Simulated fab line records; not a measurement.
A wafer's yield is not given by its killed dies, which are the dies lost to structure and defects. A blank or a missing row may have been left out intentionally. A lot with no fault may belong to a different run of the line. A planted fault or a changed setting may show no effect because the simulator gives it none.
Which of the tools did it?	flow gf180mcu	14 lots, 42 wafers sampled, at 4 steps of a route of 602

WHAT THE GAUGES READ, wafer by wafer
GF_M4_OVL_MEAS_15. Usual: M4_OVL 0 nm, standard deviation 5.4.
lot	measured	on	M4_OVL (nm)	flag
L649	day 23 12:37	overlay-02	1 1 4	
L650	day 23 19:40	overlay-01	0 4 5	
L653	day 24 22:39	overlay-02	10 6 6	
L654	day 24 23:27	overlay-01	-9 -2 -7	
L655	day 25 07:10	overlay-02	-6 -5 -3	
L657	day 26 00:38	overlay-01	-3 -9 3	
L658	day 26 14:40	overlay-02	-2 -1 -4	
L659	day 26 17:04	overlay-02	4 3 2	
L666	day 28 21:47	overlay-02	-1 -1 -5	
L667	day 29 05:49	overlay-02	-3 -4 -6	
L668	day 29 10:50	overlay-01	4 5 5	
L669	day 30 01:08	overlay-02	3 9 4	
L670	day 30 12:29	overlay-01	-3 -4 -5	
L672	day 30 17:59	overlay-01	-1 0 0	

WHICH TOOL RAN EACH LOT (tool, then ch and the chambers of the sampled wafers, then the start)
lot	GF_V3_CVD_02	GF_M4_SPUTTER_00	GF_M4_DEHYDRATE_07
L649	pecvd-01 ch 0,2, day 21 12:50	pvd_sputter-04, day 22 13:50	litho_track-04 ch 0, day 23 00:49
L650	pecvd-01 ch 1,2, day 21 19:53	pvd_sputter-01, day 22 20:41	litho_track-02 ch 0, day 23 08:00
L653	pecvd-04 ch 0,2, day 22 23:46	pvd_sputter-04, day 23 23:59	litho_track-03 ch 0, day 24 10:58
L654	pecvd-01 ch 0,1, day 23 01:16	pvd_sputter-01, day 24 00:56	litho_track-02 ch 0, day 24 12:00
L655	pecvd-03 ch 0,2, day 23 09:09	pvd_sputter-03, day 24 09:17	litho_track-02 ch 0, day 24 19:37
L657	pecvd-04 ch 0,1,2, day 24 02:01	pvd_sputter-03, day 25 02:10	litho_track-04 ch 0, day 25 13:10
L658	pecvd-04 ch 0,1,2, day 24 16:58	pvd_sputter-04, day 25 17:02	litho_track-03 ch 0, day 26 03:30
L659	pecvd-03 ch 0,1,2, day 24 19:16	pvd_sputter-01, day 25 19:13	litho_track-04 ch 0, day 26 05:56
L666	pecvd-03 ch 0,1, day 27 03:40	pvd_sputter-04, day 28 02:19	litho_track-02 ch 0, day 28 11:52
L667	pecvd-04 ch 0,1,2, day 27 12:22	pvd_sputter-03, day 28 10:26	litho_track-02 ch 0, day 28 19:51
L668	pecvd-01 ch 1,2, day 27 17:30	pvd_sputter-01, day 28 16:00	litho_track-03 ch 0, day 29 00:46
L669	pecvd-04 ch 0,1,2, day 28 08:56	pvd_sputter-01, day 29 06:11	litho_track-02 ch 0, day 29 15:01
L670	pecvd-03 ch 1,2, day 28 21:06	pvd_sputter-04, day 29 18:05	litho_track-04 ch 0, day 30 02:58
L672	pecvd-01 ch 0,1,2, day 29 01:43	pvd_sputter-03, day 29 23:14	litho_track-03 ch 0, day 30 07:57
- GF_V3_CVD_02: deposits SiO2 from TEOS, target thk 850 nm, time 94.851 s.
- GF_M4_SPUTTER_00: material Ti, target thk 37.5 nm, time 150 s.
- GF_M4_DEHYDRATE_07: time 60 s.

WHAT THE TOOLS THEMSELVES READ (means of the sampled wafers that have a number; where no wafer has one, the mark that the record gives instead)
GF_V3_CVD_02. Usual: 630 W for heater_power_w, sd 81.
lot	tool	heater_power_w (W)	flag
L649	pecvd-01	716	
L650	pecvd-01	609	
L653	pecvd-04	690	
L654	pecvd-01	634	
L655	pecvd-03	590	
L657	pecvd-04	679	
L658	pecvd-04	644	
L659	pecvd-03	598	
L666	pecvd-03	617	
L667	pecvd-04	627	
L668	pecvd-01	637	
L669	pecvd-04	645	
L670	pecvd-03	591	
L672	pecvd-01	640	

GF_M4_SPUTTER_00. Usual: 29.8 % for throttle_valve_pct, sd 1.4.
lot	tool	throttle_valve_pct (%)	flag
L649	pvd_sputter-04	28.8	
L650	pvd_sputter-01	30.0	
L653	pvd_sputter-04	28.9	
L654	pvd_sputter-01	30.1	
L655	pvd_sputter-03	31.0	
L657	pvd_sputter-03	30.2	
L658	pvd_sputter-04	29.0	
L659	pvd_sputter-01	29.1	
L666	pvd_sputter-04	29.6	
L667	pvd_sputter-03	30.1	
L668	pvd_sputter-01	29.3	
L669	pvd_sputter-01	30.7	
L670	pvd_sputter-04	29.2	
L672	pvd_sputter-03	29.4	

GF_M4_DEHYDRATE_07. Usual: heater_power_total_W 160.38 W, standard deviation 0.13; plate_temp_C 199.96 C, standard deviation 0.14.
lot	tool	heater_power_total_W (W)	plate_temp_C (C)	flag
L649	litho_track-04	160.44	199.93	
L650	litho_track-02	160.42	200.00	
L653	litho_track-03	160.32	199.79	
L654	litho_track-02	160.48	200.08	
L655	litho_track-02	160.40	199.82	
L657	litho_track-04	160.29	200.03	
L658	litho_track-03	160.22	200.00	
L659	litho_track-04	160.48	199.93	
L666	litho_track-02	162.11	201.70	OFF
L667	litho_track-02	162.07	201.55	OFF
L668	litho_track-03	160.40	199.92	
L669	litho_track-02	162.08	201.60	OFF
L670	litho_track-04	160.48	199.98	
L672	litho_track-03	160.58	200.14	

THE ANSWER, worked out from the rows above alone
Rule: take the mean of a lot's wafers that have a number; if it is more than 3 standard deviations from the usual mean, the lot is off. A lot without any number at a reading at which 4 lots or more have one is off too. All remaining lots with rows at the step are treated as sound. The gauges are gone through in route order, then the tools' own readings, and for those a lot's mean is taken as printed above. The first step at which some lot is off is used, and at that step the reading that is off furthest; a lot without a number counts as furthest.
Off: L666, L667, L669, at GF_M4_DEHYDRATE_07 (heater_power_total_W).
If a tool, at that step or one of the process steps before it, ran each lot that is off and ran no sound lot following the first of them, it fits. One fits: GF_M4_DEHYDRATE_07 on litho_track-02. A fault onset in the window from L655 (day 24 19:37, its last sound lot) to L666 (day 28 11:52, its first lot off) fits.
The tool's own readings at GF_M4_DEHYDRATE_07 bear it out: on the lots that are off they differ by more than 5 times the standard deviation of the sound lots' means. heater_power_total_W reads 162.09 W there against 160.41 W on the sound lots; plate_temp_C reads 201.62 C there against 199.97 C on the sound lots.

WHAT THE SIMULATOR PUT IN
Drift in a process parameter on litho_track-02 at GF_M4_DEHYDRATE_07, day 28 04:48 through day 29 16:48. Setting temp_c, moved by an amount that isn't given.
Struck lots among those shown: L666, L667, L669. The rule above reached the same finding.
